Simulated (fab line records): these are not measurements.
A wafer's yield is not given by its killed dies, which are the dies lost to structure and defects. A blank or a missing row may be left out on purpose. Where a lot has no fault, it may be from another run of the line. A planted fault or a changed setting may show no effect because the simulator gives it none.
A single fault, viewed from 2 desks + flow sky130 + each desk has only its own numbers; what lay behind them comes last

## FROM THE METROLOGY DESK
What the gauges read for every lot (on any tool): the sampled wafers with a number, averaged. If a lot's mean is further than 4 standard deviations from the usual mean, the lot is out of limits and carries the mark OUT (the distance appears in the brackets).
Columns: A = cd-nm at SKY_SONOS_TUNNEL_CD_MEAS_07, usual 410.7 nm
| lot  | first seen here | A               |
|------|-----------------|-----------------|
| L235 | day 12 14:55    | 409.2           |
| L236 | day 12 20:01    | 411.6           |
| L238 | day 13 20:31    | 410.9           |
| L239 | day 14 06:59    | 411.4           |
| L242 | day 14 20:29    | 411.7           |
| L245 | day 15 17:44    | 411.9           |
| L247 | day 16 04:37    | 407.2           |
| L248 | day 16 08:58    | 411.3           |
| L252 | day 17 11:49    | 436.2 (+14) OUT |
| L253 | day 18 00:29    | 408.1           |
| L255 | day 18 12:11    | 436.1 (+14) OUT |
This desk finds L252, L255 out of limits, L252 being first, at day 17 11:49 (cd-nm at SKY_SONOS_TUNNEL_CD_MEAS_07). In limits: L235, L236, L238, L239, L242, L245, L247, L248, L253.

## TOOL OWNER'S DESK, litho-track-01
The tool's own readings at SKY_SONOS_TUNNEL_COAT_02 (resist thk 1140 nm): means of the sampled wafers that have a number, for each lot that ran on this tool. If a lot's mean is further than 4 standard deviations from the usual mean, the lot is out of limits and carries the mark OUT (the distance appears in the brackets).
Columns: A = spin-speed-rpm at SKY_SONOS_TUNNEL_COAT_02, usual 2999.9 rpm
| lot  | first seen here | A      |
|------|-----------------|--------|
| L235 | day 12 02:41    | 3000.1 |
| L236 | day 12 07:46    | 2996.4 |
| L239 | day 13 18:23    | 2999.1 |
| L245 | day 15 04:14    | 3000.8 |
| L248 | day 15 19:35    | 3003.4 |
| L252 | day 16 21:37    | 2998.4 |
| L255 | day 17 21:17    | 2998.0 |
This desk found nothing out of limits on any of the 7 lots.

## PUT TOGETHER
L252, L255 would have let the metrology desk raise an alarm at day 17 11:49.
Nothing out of limits was seen by the tool owner's desk.
The tool owner's desk has L252, L255 on record, within its limits.
The lots listed all ran SKY_SONOS_TUNNEL_COAT_02 on litho-track-01.

## WHAT THE SIMULATOR HAD INSERTED
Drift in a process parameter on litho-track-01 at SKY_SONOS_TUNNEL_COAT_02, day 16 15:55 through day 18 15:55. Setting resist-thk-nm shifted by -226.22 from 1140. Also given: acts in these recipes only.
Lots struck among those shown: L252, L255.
Per desk, hours elapsed from the start of the fault to the first reading out of limits: for the metrology desk, 20.
